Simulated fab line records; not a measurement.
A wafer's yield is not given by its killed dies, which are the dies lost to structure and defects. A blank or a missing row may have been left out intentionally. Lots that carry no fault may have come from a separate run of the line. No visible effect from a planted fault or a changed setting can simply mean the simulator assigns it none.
fab line records	flow gf180mcu	part 1 of 2: steps 1 to 26 of 35
record: lots: 5	wafers: 15	lastDay: 34
route steps=602 shown M5@528 V5@540
lots untouched by any fault: they come from a run of this same line in which no faults occurred
startH: the number of hours between the record's first day and the start of the first shown wafer of the lot	waitH: hours since the lot's step before	" unchanged from the row above	L1.1+2: one row covering several wafers at once	- either no value or no given start	* or withheld: withheld	< > ~ a bound
route shown NAME@n: NAME is a module with steps in the file, n the number in the route of the first one	usual: the fault-free wafers' mean and standard deviation	same: alike in all rows	chamber/n: place in a boat	sites: the reading at each site	_std_site: their standard deviation	_edge_site: inner sites' mean taken away from outer sites' mean	radiusMm: for every site, how far away it sits from the centre of the wafer	mask NAME#n: copy n	behind: the most recent tool/chamber to have shaped the wafer	hold: the reason the lot was held/the length of the hold in hours/how it ended	device: transistor that didn't switch, given as n, p or np	end of line: tests run on the same wafers once the route is complete	for a step that has no rows: nothing shown but its recipe	killed: count of dies lost to structure and defects at first sort (not the wafer's yield)	map: shows each die of a wafer: x if killed, . if not, _ if none is there
set.NAME: the setting as run; set.NAME@STEP: as run at that earlier step	model.NAME: the simulator's own value behind a step, which no gauge read
lots at selected steps of the route; one table per step, one row per wafer
services: the hour from which a tool's chamber was out of use, counted from the record's first day as startH (under 0 if before that day), plus the number of hours and why
== steps ==
step: GF_M5_COAT_02
recipe: resist: KrF	spinRpm: withheld	resistThkNm: 1000
usual: exhaustPa: 44.9/0.92
lot.wafer	tool	chamber	startH	waitH	exhaustPa
L074.1	lithoTrack-02	0	605.15	0.1	44.9
L074.3	"	0	"	"	46.0
L074.5	"	0	"	"	44.0
L080.3	lithoTrack-01	0	666.75	0.1	45.2
L080.5	"	0	"	"	45.7
L080.6	"	0	"	"	44.2
L093.1	lithoTrack-01	0	748.75	0.1	43.4
L093.4	"	0	"	"	43.2
L093.5	"	0	"	"	43.7
L094.2	lithoTrack-01	0	753.27	0.1	45.9
L094.3	"	0	"	"	45.0
L094.4	"	0	"	"	44.2
L095.1	lithoTrack-01	0	759.55	0.1	45.3
L095.2	"	0	"	"	46.0
L095.4	"	0	"	"	44.3
step: GF_M5_SOFTBAKE_03
recipe: tempC: 130	timeS: 60	resist: KrF
usual: exhaustPa: 45.2/0.96
lot.wafer	tool	chamber	startH	waitH	exhaustPa
L074.1	lithoTrack-02	0	605.30	0.1	45.3
L074.3	"	0	"	"	44.6
L074.5	"	0	"	"	44.2
L080.3	lithoTrack-01	0	666.90	0.1	44.1
L080.5	"	0	"	"	44.7
L080.6	"	0	"	"	43.6
L093.1	lithoTrack-01	0	748.90	0.1	45.0
L093.4	"	0	"	"	44.0
L093.5	"	0	"	"	44.3
L094.2	lithoTrack-01	0	753.42	0.1	43.8
L094.3	"	0	"	"	43.3
L094.4	"	0	"	"	45.1
L095.1	lithoTrack-01	0	759.70	0.1	44.8
L095.2	"	0	"	"	44.7
L095.4	"	0	"	"	44.5
step: GF_M5_EXPOSE_04
recipe: maskId: Metal5	targetCdNm: 280	na: 0.68	sourceShape: conventional	sigmaOuter: 0.6	doseMj: 28
usual: focusOffsetNm: 0.0/0.54
lot.wafer	tool	chamber	startH	waitH	mask	focusOffsetNm
L074.1	krfScanner-01	0	-	-	Metal5#0	0.5
L074.3	"	0	"	"	Metal5#0	0.2
L074.5	"	0	"	"	Metal5#0	1.2
L080.3	krfScanner-01	0	-	-	Metal5#0	-0.1
L080.5	"	0	"	"	Metal5#0	0.7
L080.6	"	0	"	"	Metal5#0	0.0
L093.1	krfScanner-02	0	-	-	Metal5#0	0.5
L093.4	"	0	"	"	Metal5#0	0.6
L093.5	"	0	"	"	Metal5#0	0.1
L094.2	krfScanner-01	0	-	-	Metal5#0	1.0
L094.3	"	0	"	"	Metal5#0	1.3
L094.4	"	0	"	"	Metal5#0	0.7
L095.1	krfScanner-01	0	-	-	Metal5#0	0.3
L095.2	"	0	"	"	Metal5#0	-0.9
L095.4	"	0	"	"	Metal5#0	0.4
step: GF_M5_PEB_05
recipe: pebTempC: 135	pebTimeS: 90	resist: KrF
usual: exhaustPa: 44.8/0.89
lot.wafer	tool	chamber	startH	waitH	exhaustPa
L074.1	lithoTrack-02	0	-	-	43.7
L074.3	"	0	"	"	45.5
L074.5	"	0	"	"	43.7
L080.3	lithoTrack-01	0	-	-	45.9
L080.5	"	0	"	"	44.1
L080.6	"	0	"	"	44.6
L093.1	lithoTrack-01	0	-	-	44.4
L093.4	"	0	"	"	46.1
L093.5	"	0	"	"	45.5
L094.2	lithoTrack-01	0	-	-	44.5
L094.3	"	0	"	"	44.0
L094.4	"	0	"	"	45.1
L095.1	lithoTrack-02	0	-	-	45.8
L095.2	"	0	"	"	43.7
L095.4	"	0	"	"	44.1
step: GF_M5_DEVELOP_06
recipe: developTimeS: 60	devTempC: 21
usual: exhaustPa: 45.0/0.91
lot.wafer	tool	chamber	startH	waitH	exhaustPa
L074.1	lithoTrack-02	0	615.05	0.2	45.1
L074.3	"	0	"	"	44.0
L074.5	"	0	"	"	44.5
L080.3	lithoTrack-01	0	677.10	0.1	46.2
L080.5	"	0	"	"	46.7
L080.6	"	0	"	"	44.9
L093.1	lithoTrack-01	0	757.80	0.2	44.7
L093.4	"	0	"	"	46.8
L093.5	"	0	"	"	46.4
L094.2	lithoTrack-01	0	761.67	0.2	44.8
L094.3	"	0	"	"	44.3
L094.4	"	0	"	"	45.8
L095.1	lithoTrack-02	0	767.40	0.2	44.2
L095.2	"	0	"	"	43.7
L095.4	"	0	"	"	44.8
step: GF_M5_CD_MEAS_07
recipe: targetCdNm: 280
usual: cdNm: 279.4/1.5
lot.wafer	tool	chamber	startH	waitH	cdNm
L074.1	cdSem-02	-	615.20	0.1	280.3
L074.3	"	-	"	"	279.6
L074.5	"	-	"	"	279.5
L080.3	cdSem-01	-	677.24	0.1	279.3
L080.5	"	-	"	"	279.5
L080.6	"	-	"	"	279.6
L093.1	cdSem-02	-	757.95	0.1	278.7
L093.4	"	-	"	"	278.6
L093.5	"	-	"	"	279.8
L094.2	cdSem-02	-	761.82	0.1	275.2
L094.3	"	-	"	"	277.3
L094.4	"	-	"	"	276.9
L095.1	cdSem-02	-	767.55	0.1	277.2
L095.2	"	-	"	"	278.7
L095.4	"	-	"	"	277.9
step: GF_M5_OVL_MEAS_08
usual: M5_OVL: -1/5.5
lot.wafer	tool	chamber	startH	waitH	M5_OVL[nm]
L074.1	overlay-01	-	615.32	0.1	-10
L074.3	"	-	"	"	-12
L074.5	"	-	"	"	-15
L080.3	overlay-01	-	677.33	0.1	1
L080.5	"	-	"	"	2
L080.6	"	-	"	"	-5
L093.1	overlay-01	-	758.07	0.1	2
L093.4	"	-	"	"	0
L093.5	"	-	"	"	6
L094.2	overlay-01	-	761.92	0.1	2
L094.3	"	-	"	"	6
L094.4	"	-	"	"	1
L095.1	overlay-01	-	767.67	0.1	4
L095.2	"	-	"	"	9
L095.4	"	-	"	"	4
step: GF_M5_ETCH_09
recipe: chemistry: CF4/O2	target: Si3N4	targetDepthNm: 52	sourceW: 800	biasW: 150	pressureMtorr: 150	cf4FlowSccm: 80	O2_flow_sccm: 10	timeS: 11.6
usual: drypumpMotorCurrentA: 5.9/0.52	oesProductAu: 1.004/0.0096	throttleValvePct: 5.971/0.0083
lot.wafer	tool	chamber	startH	waitH	drypumpMotorCurrentA	oesProductAu	rfHoursCounterH	throttleValvePct
L074.1	rieDiel-02	0	615.36	0.0	6.2	0.994	17	5.974
L074.3	"	2	"	"	5.8	1.007	2	5.966
L074.5	"	3	"	"	5.5	1.000	-	5.992
L080.3	rieDiel-03	3	677.36	0.0	6.7	1.006	12	5.983
L080.5	"	3	"	"	6.7	1.007	-	5.991
L080.6	"	2	"	"	5.2	1.019	-	5.978
L093.1	rieDiel-02	2	758.11	0.0	5.8	1.005	7	5.968
L093.4	"	0	"	"	6.2	0.998	23	5.982
L093.5	"	2	"	"	5.8	1.015	-	5.980
L094.2	rieDiel-04	0	761.95	0.0	5.8	1.003	5	5.973
L094.3	"	2	"	"	5.1	1.009	42	5.990
L094.4	"	3	"	"	6.6	1.015	16	5.973
L095.1	rieDiel-03	1	767.71	0.0	5.8	0.992	2	5.955
L095.2	"	3	"	"	6.7	1.008	16	5.972
L095.4	"	0	"	"	5.9	0.999	17	5.969
step: GF_M5_METAL_ETCH_10
recipe: chemistry: Cl2/BCl3	maskMaterial: KrF	targetDepthNm: 750.8	stopOn: SiO2	pressureMtorr: 8	icpW: 800	biasW: 140	Cl2_flow_sccm: 80	bcl3FlowSccm: 40	timeS: 125.1
usual: drypumpMotorCurrentA: 5.80/0.26	oesProductAu: 0.987/0.0076	throttleValvePct: 28.232/0.013
lot.wafer	tool	chamber	startH	waitH	drypumpMotorCurrentA	oesProductAu	rfHoursCounterH	throttleValvePct
L074.1	rieMetal-04	1	615.38	0.0	6.03	0.986	3.3	28.231
L074.3	"	1	"	"	6.05	0.985	-	28.239
L074.5	"	1	"	"	6.05	0.984	-	28.237
L080.3	rieMetal-04	0	677.42	0.1	5.39	0.992	-	28.218
L080.5	"	1	"	"	6.00	0.982	-	28.236
L080.6	"	0	"	"	5.38	1.001	-	28.219
L093.1	rieMetal-04	0	758.13	0.0	5.39	0.990	5.9	28.222
L093.4	"	1	"	"	6.02	0.973	-	28.243
L093.5	"	0	"	"	5.39	0.987	-	28.248
L094.2	rieMetal-02	1	761.98	0.0	6.10	0.988	7.9	28.209
L094.3	"	0	"	"	5.78	0.997	-	28.220
L094.4	"	1	"	"	6.10	0.988	-	28.224
L095.1	rieMetal-02	1	767.73	0.0	6.12	1.000	8.2	28.213
L095.2	"	0	"	"	5.77	0.986	6.1	28.239
L095.4	"	1	"	"	6.10	1.005	-	28.216
step: GF_M5_STRIP_11
recipe: chemistry: O2/N2	powerW: 1400	pressureMtorr: 1500	platenTempC: 250	o2FlowSccm: 3000	n2FlowSccm: 300	overashFraction: 0.5
usual: drypumpMotorCurrentA: 5.6/0.39	heaterPowerW: 348/34	n2FlowSccm: 300.0/0.92	oesProductAu: 0.524/0.0056	stripTimeToEndpointS: 7.06/0.064
lot.wafer	tool	chamber	startH	waitH	drypumpMotorCurrentA	heaterPowerW	n2FlowSccm	oesProductAu	rfHoursCounterH	stripTimeToEndpointS
L074.1	plasmaAsher-01	1	615.64	0.2	5.7	356	300.4	0.533	19	7.14
L074.3	"	1	"	"	5.8	359	300.4	0.528	-	7.11
L074.5	"	0	"	"	5.9	310	299.2	0.524	-	7.11
L080.3	plasmaAsher-01	1	677.54	0.1	5.7	367	299.0	0.523	-	6.99
L080.5	"	1	"	"	5.7	365	300.7	0.534	-	7.12
L080.6	"	0	"	"	5.9	321	300.1	0.532	-	7.02
L093.1	plasmaAsher-04	1	758.26	0.1	5.6	387	299.8	0.524	98	7.02
L093.4	"	1	"	"	5.6	388	301.0	0.530	-	7.12
L093.5	"	1	"	"	5.6	380	299.1	0.520	-	7.03
L094.2	plasmaAsher-01	1	762.11	0.1	5.7	358	300.2	0.509	34	7.01
L094.3	"	0	"	"	5.9	311	299.3	0.521	-	7.04
L094.4	"	1	"	"	5.7	351	299.6	0.527	-	7.04
L095.1	plasmaAsher-01	1	767.86	0.1	5.7	351	301.2	0.521	34	6.96
L095.2	"	0	"	"	5.9	310	299.6	0.527	34	6.94
L095.4	"	0	"	"	5.9	312	300.7	0.517	-	6.99
step: GF_M5_STRIP_12
recipe: chemistry: postEtchResidueRemover	timeS: 1200	tempC: 72.5
lot.wafer	tool	chamber	startH	waitH
L074.1+3+5	wetBench-04	2	615.74	0.1
L080.3+5+6	wetBench-04	0	677.61	0.0
L093.1+4+5	wetBench-01	0	758.36	0.1
L094.2+3+4	wetBench-02	1	762.21	0.1
L095.1+2+4	wetBench-04	2	767.96	0.1
step: GF_M5_CLEAN_13
recipe: chemistry: DIW	dry: n2Spin
lot.wafer	tool	chamber	startH	waitH
L074.1+3+5	wetBench-02	3	616.08	0.0
L080.3+5+6	wetBench-01	0	677.98	0.0
L093.1+4+5	wetBench-04	2	758.73	0.0
L094.2+3+4	wetBench-02	3	762.58	0.0
L095.1+2+4	wetBench-02	3	768.30	0.0
step: GF_V5_CVD_00
recipe: material: SiO2	targetThkNm: 300	sigmaOpenFrac: 0.3	tempC: 400	timeS: 50	sih4FlowSccm: 60	pressureMtorr: 6
lot.wafer	tool	chamber	startH	waitH
L074.1+3+5	hdpcvd-02	2,0,2	616.17	0.0
L080.3+5+6	hdpcvd-01	1,1,2	678.07	0.0
L093.1+4+5	hdpcvd-01	2,1,2	758.83	0.0
L094.2+3+4	hdpcvd-01	0,2,2	762.68	0.0
L095.1+2+4	hdpcvd-01	1,2,0	768.40	0.0
step: GF_V5_THK_MEAS_01
recipe: reads: SiO2_of_V5_CVD_00
usual: V5_CVD_00_THK: 300/3.1
lot.wafer	tool	chamber	startH	waitH	V5_CVD_00_THK[nm]
L074.1	filmMetro-02	-	616.22	0.0	300
L074.3	"	-	"	"	302
L074.5	"	-	"	"	302
L080.3	filmMetro-01	-	678.14	0.0	304
L080.5	"	-	"	"	305
L080.6	"	-	"	"	303
L093.1	filmMetro-02	-	758.87	0.0	301
L093.4	"	-	"	"	303
L093.5	"	-	"	"	303
L094.2	filmMetro-01	-	762.83	0.1	302
L094.3	"	-	"	"	303
L094.4	"	-	"	"	301
L095.1	filmMetro-02	-	768.45	0.0	300
L095.2	"	-	"	"	302
L095.4	"	-	"	"	298
step: GF_V5_CVD_02
recipe: material: SiO2	targetThkNm: 1450	precursor: TEOS	tempC: 400	timeS: 163.28	rfW: 600
usual: heaterPowerW: 696/96
lot.wafer	tool	chamber	startH	waitH	heaterPowerW
L074.1	pecvd-03	0	616.28	0.1	595
L074.3	"	1	"	"	695
L074.5	"	2	"	"	663
L080.3	pecvd-03	2	678.18	0.0	767
L080.5	"	0	"	"	759
L080.6	"	2	"	"	823
L093.1	pecvd-02	0	758.93	0.1	522
L093.4	"	2	"	"	742
L093.5	"	0	"	"	619
L094.2	pecvd-02	1	762.88	0.0	801
L094.3	"	0	"	"	588
L094.4	"	1	"	"	876
L095.1	pecvd-02	0	768.51	0.1	602
L095.2	"	1	"	"	757
L095.4	"	2	"	"	736
step: GF_V5_THK_MEAS_03
recipe: reads: SiO2_of_V5_CVD_02
usual: V5_CVD_02_THK: 1451/19
lot.wafer	tool	chamber	startH	waitH	V5_CVD_02_THK[nm]
L074.1	filmMetro-01	-	616.39	0.1	1445
L074.3	"	-	"	"	1442
L074.5	"	-	"	"	1473
L080.3	filmMetro-01	-	678.31	0.1	1447
L080.5	"	-	"	"	1476
L080.6	"	-	"	"	1469
L093.1	filmMetro-02	-	759.04	0.1	1417
L093.4	"	-	"	"	1480
L093.5	"	-	"	"	1465
L094.2	filmMetro-01	-	763.00	0.1	1449
L094.3	"	-	"	"	1448
L094.4	"	-	"	"	1461
L095.1	filmMetro-01	-	768.61	0.1	1433
L095.2	"	-	"	"	1441
L095.4	"	-	"	"	1481
step: GF_V5_CMP_04
recipe: material: SiO2	downForcePsi: 4	platenRpm: 60	padVelocityMS: 0.94248
usual: motorCurrentA: 11.9/1.1
lot.wafer	tool	chamber	startH	waitH	motorCurrentA
L074.1	cmp-01	1	616.50	0.1	12.9
L074.3	"	3	"	"	13.3
L074.5	"	0	"	"	11.1
L080.3	cmp-02	3	678.40	0.1	11.9
L080.6	"	2	"	"	10.0
L080.5	"	3	"	"	12.0
L093.1	cmp-02	3	759.63	0.6	12.1
L093.4	"	1	"	"	13.1
L093.5	"	2	"	"	10.6
L094.3	cmp-02	3	763.14	0.1	12.5
L094.2	"	0	"	"	12.4
L094.4	"	1	"	"	13.3
L095.1	cmp-01	1	768.76	0.1	12.5
L095.2	"	2	"	"	10.6
L095.4	"	3	"	"	12.9
step: GF_V5_BOW_MEAS_05
recipe: mode: bow
usual: V5_BOW: 133/9.7
lot.wafer	tool	chamber	startH	waitH	V5_BOW[um]
L074.1	filmMetro-01	-	616.75	0.2	130
L074.3	"	-	"	"	143
L074.5	"	-	"	"	148
L080.3	filmMetro-03	-	678.69	0.2	139
L080.5	"	-	"	"	153
L080.6	"	-	"	"	150
L093.1	filmMetro-02	-	759.88	0.2	119
L093.4	"	-	"	"	130
L093.5	"	-	"	"	121
L094.2	filmMetro-01	-	763.41	0.2	138
L094.3	"	-	"	"	131
L094.4	"	-	"	"	133
L095.1	filmMetro-02	-	769.01	0.2	110
L095.2	"	-	"	"	125
L095.4	"	-	"	"	135
step: GF_V5_DEHYDRATE_06
recipe: tempC: 200	timeS: 60
usual: exhaustPa: 45.1/0.88
lot.wafer	tool	chamber	startH	waitH	exhaustPa
L074.1	lithoTrack-03	0	627.36	10.6	45.7
L074.3	"	0	"	"	45.2
L074.5	"	0	"	"	46.6
L080.3	lithoTrack-03	0	687.11	8.4	44.1
L080.5	"	0	"	"	44.3
L080.6	"	0	"	"	44.9
L093.1	lithoTrack-01	0	767.45	7.5	45.7
L093.4	"	0	"	"	44.7
L093.5	"	0	"	"	45.0
L094.2	lithoTrack-04	0	771.26	7.8	44.7
L094.3	"	0	"	"	43.7
L094.4	"	0	"	"	45.8
L095.1	lithoTrack-01	0	776.75	7.7	45.5
L095.2	"	0	"	"	45.5
L095.4	"	0	"	"	44.8
step: GF_V5_HMDS_07
recipe: primeTimeS: 60	primeTempC: 120
usual: exhaustPa: 45.2/0.93	primeTempC: 119.96/0.16
lot.wafer	tool	chamber	startH	waitH	exhaustPa	primeTempC
L074.1	lithoTrack-03	0	627.51	0.1	45.0	119.95
L074.3	"	0	"	"	43.8	119.91
L074.5	"	0	"	"	45.2	120.01
L080.3	lithoTrack-03	0	687.26	0.1	44.5	120.29
L080.5	"	0	"	"	45.6	120.20
L080.6	"	0	"	"	44.7	120.01
L093.1	lithoTrack-01	0	767.60	0.1	45.2	119.95
L093.4	"	0	"	"	44.9	119.91
L093.5	"	0	"	"	46.4	119.93
L094.2	lithoTrack-04	0	771.41	0.1	44.8	120.18
L094.3	"	0	"	"	46.1	119.94
L094.4	"	0	"	"	45.3	120.10
L095.1	lithoTrack-01	0	776.90	0.1	43.2	120.14
L095.2	"	0	"	"	42.5	119.90
L095.4	"	0	"	"	44.3	120.16
step: GF_V5_COAT_08
recipe: resist: BARC	tempC: withheld	timeS: withheld	spinRpm: withheld	resistThkNm: withheld
usual: exhaustPa: 45.0/0.93
lot.wafer	tool	chamber	startH	waitH	exhaustPa
L074.1	lithoTrack-03	0	627.66	0.1	47.0
L074.3	"	0	"	"	44.3
L074.5	"	0	"	"	45.9
L080.3	lithoTrack-03	0	687.41	0.1	47.2
L080.5	"	0	"	"	47.9
L080.6	"	0	"	"	47.0
L093.1	lithoTrack-01	0	767.75	0.1	44.4
L093.4	"	0	"	"	45.0
L093.5	"	0	"	"	45.1
L094.2	lithoTrack-04	0	771.56	0.1	45.6
L094.3	"	0	"	"	43.8
L094.4	"	0	"	"	44.0
L095.1	lithoTrack-01	0	777.05	0.1	43.2
L095.2	"	0	"	"	44.4
L095.4	"	0	"	"	44.3
step: GF_V5_COAT_09
recipe: resist: KrF	spinRpm: withheld	resistThkNm: 1000
usual: exhaustPa: 44.9/0.89
lot.wafer	tool	chamber	startH	waitH	exhaustPa
L074.1	lithoTrack-03	0	-	-	44.9
L074.3	"	0	"	"	44.5
L074.5	"	0	"	"	45.2
L080.3	lithoTrack-03	0	-	-	43.1
L080.5	"	0	"	"	44.0
L080.6	"	0	"	"	43.4
L093.1	lithoTrack-01	0	-	-	45.4
L093.4	"	0	"	"	44.3
L093.5	"	0	"	"	44.2
L094.2	lithoTrack-04	0	-	-	45.2
L094.3	"	0	"	"	44.6
L094.4	"	0	"	"	44.4
L095.1	lithoTrack-01	0	-	-	45.0
L095.2	"	0	"	"	45.5
L095.4	"	0	"	"	45.2
step: GF_V5_SOFTBAKE_10
recipe: tempC: 130	timeS: 60	resist: KrF
usual: exhaustPa: 44.9/0.92
lot.wafer	tool	chamber	startH	waitH	exhaustPa
L074.1	lithoTrack-03	0	-	-	44.2
L074.3	"	0	"	"	44.9
L074.5	"	0	"	"	43.6
L080.3	lithoTrack-03	0	-	-	44.3
L080.5	"	0	"	"	44.3
L080.6	"	0	"	"	43.9
L093.1	lithoTrack-01	0	-	-	45.0
L093.4	"	0	"	"	44.3
L093.5	"	0	"	"	45.2
L094.2	lithoTrack-04	0	-	-	43.7
L094.3	"	0	"	"	44.7
L094.4	"	0	"	"	44.2
L095.1	lithoTrack-01	0	-	-	45.0
L095.2	"	0	"	"	45.9
L095.4	"	0	"	"	44.9
step: GF_V5_EXPOSE_11
recipe: maskId: Via5	targetCdNm: 260	na: 0.68	sourceShape: conventional	sigmaOuter: 0.6	doseMj: 38
usual: focusOffsetNm: 0.0/0.52
lot.wafer	tool	chamber	startH	waitH	mask	focusOffsetNm
L074.1	krfScanner-01	0	-	-	Via5#0	0.2
L074.3	"	0	"	"	Via5#0	0.4
L074.5	"	0	"	"	Via5#0	0.5
L080.3	krfScanner-01	0	-	-	Via5#0	0.0
L080.5	"	0	"	"	Via5#0	-0.1
L080.6	"	0	"	"	Via5#0	-0.3
L093.1	krfScanner-02	0	-	-	Via5#0	0.0
L093.4	"	0	"	"	Via5#0	-1.0
L093.5	"	0	"	"	Via5#0	-0.6
L094.2	krfScanner-02	0	-	-	Via5#0	-0.4
L094.3	"	0	"	"	Via5#0	-1.0
L094.4	"	0	"	"	Via5#0	-1.2
L095.1	krfScanner-02	0	-	-	Via5#0	0.3
L095.2	"	0	"	"	Via5#0	0.0
L095.4	"	0	"	"	Via5#0	0.1
step: GF_V5_PEB_12
recipe: pebTempC: 135	pebTimeS: 90	resist: KrF
usual: exhaustPa: 44.9/0.95
lot.wafer	tool	chamber	startH	waitH	exhaustPa
L074.1	lithoTrack-04	0	-	-	46.0
L074.3	"	0	"	"	45.7
L074.5	"	0	"	"	44.6
L080.3	lithoTrack-03	0	-	-	45.1
L080.5	"	0	"	"	44.6
L080.6	"	0	"	"	44.8
L093.1	lithoTrack-03	0	-	-	45.7
L093.4	"	0	"	"	44.7
L093.5	"	0	"	"	44.8
L094.2	lithoTrack-04	0	-	-	45.2
L094.3	"	0	"	"	45.3
L094.4	"	0	"	"	43.2
L095.1	lithoTrack-03	0	-	-	44.7
L095.2	"	0	"	"	44.5
L095.4	"	0	"	"	43.8
step: GF_V5_DEVELOP_13
recipe: developTimeS: 60	resist: KrF	devTempC: 21
usual: exhaustPa: 45.1/0.83
lot.wafer	tool	chamber	startH	waitH	exhaustPa
L074.1	lithoTrack-04	0	637.88	0.2	45.1
L074.3	"	0	"	"	46.0
L074.5	"	0	"	"	45.6
L080.3	lithoTrack-03	0	697.16	0.1	45.2
L080.5	"	0	"	"	44.5
L080.6	"	0	"	"	44.8
L093.1	lithoTrack-03	0	776.56	0.2	45.0
L093.4	"	0	"	"	45.3
L093.5	"	0	"	"	45.8
L094.2	lithoTrack-04	0	779.81	0.2	43.7
L094.3	"	0	"	"	43.5
L094.4	"	0	"	"	44.5
L095.1	lithoTrack-03	0	784.46	0.2	44.3
L095.2	"	0	"	"	45.5
L095.4	"	0	"	"	44.9
